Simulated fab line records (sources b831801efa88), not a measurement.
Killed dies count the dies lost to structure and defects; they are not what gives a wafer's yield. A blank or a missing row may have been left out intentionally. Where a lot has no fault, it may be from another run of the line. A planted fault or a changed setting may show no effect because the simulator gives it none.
Problem report, 8D (eight disciplines) form, completed by code	flow sky130	the parts of the form that need people (team, actions taken, sign-off) are left out

1. THE ISSUE
Mean of strip time to endpoint s at SKY_DNWELL_STRIP_08: 25.60 s across 6 wafers in 2 lots; on wafers with no fault it is 36.97 s (standard deviation 0.11). That is -99 or more standard deviations from the usual mean.
The step: strips in O2/N2.
First seen on wafer L462.1, day 5 02:13, on plasma asher-04. Wafers with a number at this step in the record: 36, from 12 lots. Rule for "out", or "out of limits": more than 4 standard deviations from the usual mean. The rest of the wafers with a number are treated as sound.

2. WHAT IT IS; WHAT IT IS NOT
question	is	is not
which readings at this step	strip time to endpoint s	drypump motor current A
which lots	L462, L466	L454, L455, L457, L458, L459, L460, L461, L474, L475, L477
which wafers of those lots	all that have a number	-
read on which tools	plasma asher-02, plasma asher-04	plasma asher-01
when	from day 5 02:13	up to then (21 sound wafers); but 9 sound wafers of L474, L475, L477 came after

3. SUSPECTS, AND WHAT RULES EACH OUT
Counting: a tool at any process step up to the reading remains a suspect when it ran all the lots that are out and ran no sound lot after the first of those.
- litho track-03 at SKY_DNWELL_COAT_02 (resist thk 3000 nm): ruled out as a lasting fault. Sound lots L477 ran on it after its first lot that is out, L462 (day 4 16:40).
Left after counting: nothing in the record.

4. THE CAUSE (what the simulator had put in)
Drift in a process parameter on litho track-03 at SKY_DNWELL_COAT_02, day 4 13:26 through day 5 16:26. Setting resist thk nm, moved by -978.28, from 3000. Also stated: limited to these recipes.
Counting ruled it out, wrongly: the rule takes a fault to strike every lot that its tool runs from its start on, and this one did not.

5. THE CHAIN OF EFFECTS, in route order
Each row: a reading whose mean over the struck wafers that have a number lies more than 3 standard deviations from the usual. Only readings whose record carries a usual standard deviation are examined. hours: median over the lots of the time between each lot's start at the first step of this table that gives one and its start at this step. sigmas: the change, counted in usual standard deviations.
hours	step	reading	usual	on struck wafers	change	sigmas
0	SKY_DNWELL_STRIP_08	strip time to endpoint s	36.97 s	25.60	-11.37	-99 or more
Here are the process steps it includes:
- SKY_DNWELL_STRIP_08: strips in O2/N2.
At these later measuring or inspecting steps, every struck wafer for which the step has a row has a number for every such reading, and none has moved that far: SKY_SD_P_TW_MEAS_11.

6. HOW IT WOULD HAVE BEEN CAUGHT EARLIER
13 hours passed between the start of the fault at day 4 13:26 and the first reading out of limits in this record, taken at day 5 02:13.
Tool readings at SKY_DNWELL_COAT_02 with a usual standard deviation given in the record: none out on any struck wafer, hence no alarm at a limit of 4 standard deviations on them.
